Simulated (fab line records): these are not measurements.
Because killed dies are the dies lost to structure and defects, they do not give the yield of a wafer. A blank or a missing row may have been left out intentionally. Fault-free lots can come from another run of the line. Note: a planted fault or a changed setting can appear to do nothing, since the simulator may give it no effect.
A lot that was struck, set against a sound lot + flow gf180mcu + 15 out of 602 route steps
Sound: the wafers L452.2, L452.3, L452.6. Wafers struck: L445.1, L445.4, L445.6. The cause is given at the end.
Order at every step that has rows: each side's tool, ch and its chambers, its first start. Under that, the readings that differ: sound wafers + struck wafers + difference of the means + sigmas: that difference in standard deviations of wafers without a fault.
alike: same words and numbers on both sides, and readings whose means sit less than 2 such deviations apart. not compared: any withheld reading, any reading some wafer has no value for, any bound like >300 that may hide the same value, and any number with overlapping values for which the record gives no deviation.
Wherever a step has rows on one side only, a row that says differs or no value, or a row with sigmas, the two part there. When numbers do not overlap yet have no deviation, they are printed without sigmas and do not part them. A reading that every wafer of one side lacks parts them only if that side has two wafers or more.

first, 5 steps without rows for these wafers: GF_V2_COAT_09 (resist thk 1000 nm); GF_V2_SOFTBAKE_10 (time 60 s); GF_V2_EXPOSE_11 (exposes mask Via2, target cd 260 nm); GF_V2_PEB_12 (peb time 90 s); GF_V2_DEVELOP_13 (develop time 60 s).
GF_V2_CD_MEAS_14: the cd target is 260 nm.
  sound on cd-sem-02 at day 24 01:08; struck on cd-sem-01 at day 21 12:37
  alike: cd-nm
GF_V2_OVL_MEAS_15:
  sound on overlay-02 at day 24 01:15; struck on overlay-02 at day 21 12:44
  alike: V2_OVL
GF_V2_ETCH_16: etches BARC in N2/H2.
  sound on rie-diel-03 ch 0,1,2, day 24 01:17; struck on rie-diel-04 ch 1,2,3, day 21 12:46
  alike: bias-w, drypump-motor-current-A, oes-product-au, throttle-valve-pct
GF_V2_ETCH_17: etches SiO2 in C4F8/O2/Ar, stops on TiN, target depth 630 nm.
  sound: rie-diel-03 ch 0,1,2; struck: rie-diel-04 ch 1,2,3
  alike: bias-w, oes-product-au
GF_V2_STRIP_18: strips in O2/N2.
  sound on plasma-asher-02 ch 0, day 24 01:24; struck on plasma-asher-04 ch 0,1, day 21 12:54
  alike: drypump-motor-current-A, heater-power-w, oes-product-au
  not compared: rf-hours-counter-h
then, 2 steps without rows for these wafers: GF_V2_STRIP_19 (strips in post etch residue remover, time 1200 s); GF_V2_CLEAN_20 (cleans in DIW).
GF_V2_SPUTTER_21: material Ti, target thk 15 nm, time 80.02 s.
  sound on pvd-sputter-02 at day 24 01:56; struck on pvd-sputter-01 at day 21 13:26
  no value came back on the struck wafers for cathode-dc-power-W (W), chamber-pressure-pa (Pa), substrate-temp-c (C), throttle-valve-pct (%); on the sound wafers cathode-dc-power-W (W) reads 2500.2 2499.2 2500.3
GF_V2_SPUTTER_22: material TiN, target thk 10 nm, time 40 s.
  sound on pvd-sputter-02 at day 24 02:00; struck on pvd-sputter-01 at day 21 13:30
  alike: cathode-dc-power-W, chamber-pressure-pa, throttle-valve-pct
GF_V2_CVD_23: deposits W, target thk 350 nm, time 104.94 s.
  sound on cvd-w-02 ch 0,1, day 24 02:02; struck on cvd-w-01 ch 0,1, day 21 13:32
  alike: heater-power-outer-w, heater-power-w, susceptor-temp-C

## WHERE THEY PART
Only at GF_V2_SPUTTER_21, within this record. Later steps at which nothing parts them and some readings are alike: GF_V2_SPUTTER_22, GF_V2_CVD_23.

WHY: what had been put in by the simulator
Whole step skipped at GF_V2_SPUTTER_21 on pvd-sputter-01, starting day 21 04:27. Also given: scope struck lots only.
